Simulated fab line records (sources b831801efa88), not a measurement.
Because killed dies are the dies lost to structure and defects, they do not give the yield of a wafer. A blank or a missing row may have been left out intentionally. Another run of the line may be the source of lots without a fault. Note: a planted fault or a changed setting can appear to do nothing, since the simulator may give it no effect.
The tool behind it: which one? | flow sky130 | Sampling: 13 lots, 39 wafers, 4 of 708 route steps

## WHAT THE GAUGES SHOWED, per wafer
SKY_NWELL_THK_MEAS_02.
lot  | measured    | on            | NWELL_OXIDATION_THK (nm)
L883 | day 2 12:03 | film-metro-02 | 10.25 10.22 10.05
L884 | day 2 17:40 | film-metro-04 | 9.97 9.88 9.91
L885 | day 2 21:41 | film-metro-01 | 10.19 10.03 10.17
L892 | day 4 16:04 | film-metro-04 | 9.97 10.14 9.94
L896 | day 5 07:24 | film-metro-02 | 9.98 9.92 9.85
L899 | day 5 22:40 | film-metro-01 | 9.71 9.92 9.97
L901 | day 6 13:38 | film-metro-01 | 10.04 10.12 10.27
L900 | day 6 15:02 | film-metro-01 | 10.11 10.06 9.81
L902 | day 6 19:34 | film-metro-02 | 9.80 9.91 9.89
L903 | day 6 23:22 | film-metro-01 | 9.98 9.93 9.85
L904 | day 7 01:19 | film-metro-01 | 9.93 9.95 9.82
L905 | day 7 05:27 | film-metro-01 | 9.89 10.04 9.86
L906 | day 7 14:59 | film-metro-01 | 9.85 9.81 9.91

SKY_NWELL_TW_MEAS_15.
lot  | measured     | on            | NWELL_TW
L883 | day 4 12:22  | film-metro-01 | 1816 1823 1822
L884 | day 4 18:46  | film-metro-04 | 1785 1781 1778
L885 | day 4 22:56  | film-metro-04 | 1784 1785 1790
L892 | day 6 23:07  | film-metro-04 | 30 30 30
L896 | day 7 16:16  | film-metro-01 | 1834 1829 1839
L899 | day 8 08:43  | film-metro-02 | 1821 1820 1826
L901 | day 9 02:21  | film-metro-02 | 1820 1817 1812
L900 | day 9 03:13  | film-metro-01 | 1841 1840 1833
L902 | day 9 09:40  | film-metro-04 | 1797 1790 1800
L903 | day 9 12:21  | film-metro-01 | 1834 1844 1835
L904 | day 9 14:55  | film-metro-02 | 1814 1819 1805
L905 | day 9 20:39  | film-metro-02 | 1810 1808 1808
L906 | day 10 07:48 | film-metro-04 | 1787 1800 1805

## WHAT TOOL EACH LOT RAN ON (gives the tool, then ch and the chambers of the sampled wafers, and finally the start)
lot  | SKY_PWDE_STRIP_09                   | SKY_NWELL_STRIP_14
L883 | plasma-asher-01 ch 0,1, day 3 19:10 | plasma-asher-04 ch 0, day 4 12:16
L884 | plasma-asher-03 ch 0,1, day 4 00:55 | plasma-asher-01 ch 0,1, day 4 18:39
L885 | plasma-asher-02 ch 0,1, day 4 05:32 | plasma-asher-01 ch 0,1, day 4 22:50
L892 | plasma-asher-01 ch 0,1, day 6 03:29 | plasma-asher-04 ch 0,1, day 6 23:01
L896 | plasma-asher-03 ch 0,1, day 6 20:19 | plasma-asher-03 ch 1, day 7 16:10
L899 | plasma-asher-03 ch 0,1, day 7 12:34 | plasma-asher-01 ch 0,1, day 8 08:37
L901 | plasma-asher-02 ch 0,1, day 8 05:23 | plasma-asher-04 ch 0,1, day 9 02:14
L900 | plasma-asher-01 ch 0,1, day 8 05:57 | plasma-asher-01 ch 0,1, day 9 03:08
L902 | plasma-asher-03 ch 0,1, day 8 11:22 | plasma-asher-04 ch 0, day 9 09:34
L903 | plasma-asher-03 ch 0,1, day 8 14:55 | plasma-asher-03 ch 1, day 9 12:15
L904 | plasma-asher-03 ch 0, day 8 16:44   | plasma-asher-03 ch 0,1, day 9 14:48
L905 | plasma-asher-01 ch 0,1, day 8 22:26 | plasma-asher-03 ch 0,1, day 9 20:33
L906 | plasma-asher-01 ch 0,1, day 9 09:55 | plasma-asher-04 ch 0,1, day 10 07:42
- SKY_PWDE_STRIP_09: strips in O2/N2.
- SKY_NWELL_STRIP_14: strips in O2/N2.

## WHAT THE TOOLS THEMSELVES READ (means of the sampled wafers that have a number; where no wafer has one, the mark that the record gives instead)
SKY_PWDE_STRIP_09.
lot  | tool            | drypump-motor-current-A (A) | oes-product-au (a.u.) | strip-time-to-endpoint-s (s)
L883 | plasma-asher-01 | 6.0                         | 0.719                 | 37.05
L884 | plasma-asher-03 | 6.1                         | 0.724                 | 37.13
L885 | plasma-asher-02 | 5.2                         | 0.720                 | 36.94
L892 | plasma-asher-01 | 6.0                         | 0.928                 | -
L896 | plasma-asher-03 | 6.1                         | 0.718                 | 36.94
L899 | plasma-asher-03 | 6.1                         | 0.720                 | 36.98
L901 | plasma-asher-02 | 5.2                         | 0.722                 | 36.87
L900 | plasma-asher-01 | 5.7                         | 0.721                 | 37.05
L902 | plasma-asher-03 | 6.1                         | 0.720                 | 36.95
L903 | plasma-asher-03 | 6.1                         | 0.728                 | 36.91
L904 | plasma-asher-03 | 6.1                         | 0.723                 | 36.96
L905 | plasma-asher-01 | 6.0                         | 0.719                 | 36.98
L906 | plasma-asher-01 | 6.0                         | 0.723                 | 37.03

SKY_NWELL_STRIP_14.
lot  | tool            | drypump-motor-current-A (A) | oes-product-au (a.u.) | strip-time-to-endpoint-s (s)
L883 | plasma-asher-04 | 6.4                         | 0.716                 | 37.05
L884 | plasma-asher-01 | 6.0                         | 0.728                 | 36.97
L885 | plasma-asher-01 | 5.7                         | 0.721                 | 36.96
L892 | plasma-asher-04 | 6.5                         | 0.732                 | 61.43
L896 | plasma-asher-03 | 6.2                         | 0.722                 | 37.05
L899 | plasma-asher-01 | 5.7                         | 0.724                 | 37.16
L901 | plasma-asher-04 | 6.5                         | 0.721                 | 36.97
L900 | plasma-asher-01 | 6.0                         | 0.718                 | 37.09
L902 | plasma-asher-04 | 6.4                         | 0.722                 | 37.01
L903 | plasma-asher-03 | 6.2                         | 0.722                 | 37.01
L904 | plasma-asher-03 | 6.1                         | 0.725                 | 36.86
L905 | plasma-asher-03 | 6.1                         | 0.725                 | 36.91
L906 | plasma-asher-04 | 6.5                         | 0.721                 | 37.04

## THE ANSWER, worked out from the rows above alone
Rule: the lots themselves supply what counts as usual. The widest of any qualifying gaps counts: lots, ordered by their means at a reading, are off when they make up no more than a third of the lots, leave a main group of 4 or more, and stand apart from it by 3 or more times the standard deviation of that group's means. Not used: any main group whose means are identical at the precision the tables above print for the reading. A lot without any number at a reading at which 4 lots or more have one is off too. Where the step has rows for the other lots, those lots are counted as sound. After the gauges, taken in route order, come the tools' own readings; for these a lot's mean is taken, as printed above. The first step at which some lot is off is used, and at that step the reading that is off furthest; a lot without a number counts as furthest.
Off: L892, at SKY_NWELL_TW_MEAS_15 (NWELL_TW). The main group: mean 1813, standard deviation 18.
A tool fits if, at a process step before that reading, it ran every lot that is off, and no sound lot after the first of them. The gauges at SKY_NWELL_TW_MEAS_15 aren't tried: what is off there is off at SKY_PWDE_STRIP_09 too, on other tools, and a gauge's error can't cause that. No candidate that was tried fits.

## WHAT THE SIMULATOR HAD PUT IN
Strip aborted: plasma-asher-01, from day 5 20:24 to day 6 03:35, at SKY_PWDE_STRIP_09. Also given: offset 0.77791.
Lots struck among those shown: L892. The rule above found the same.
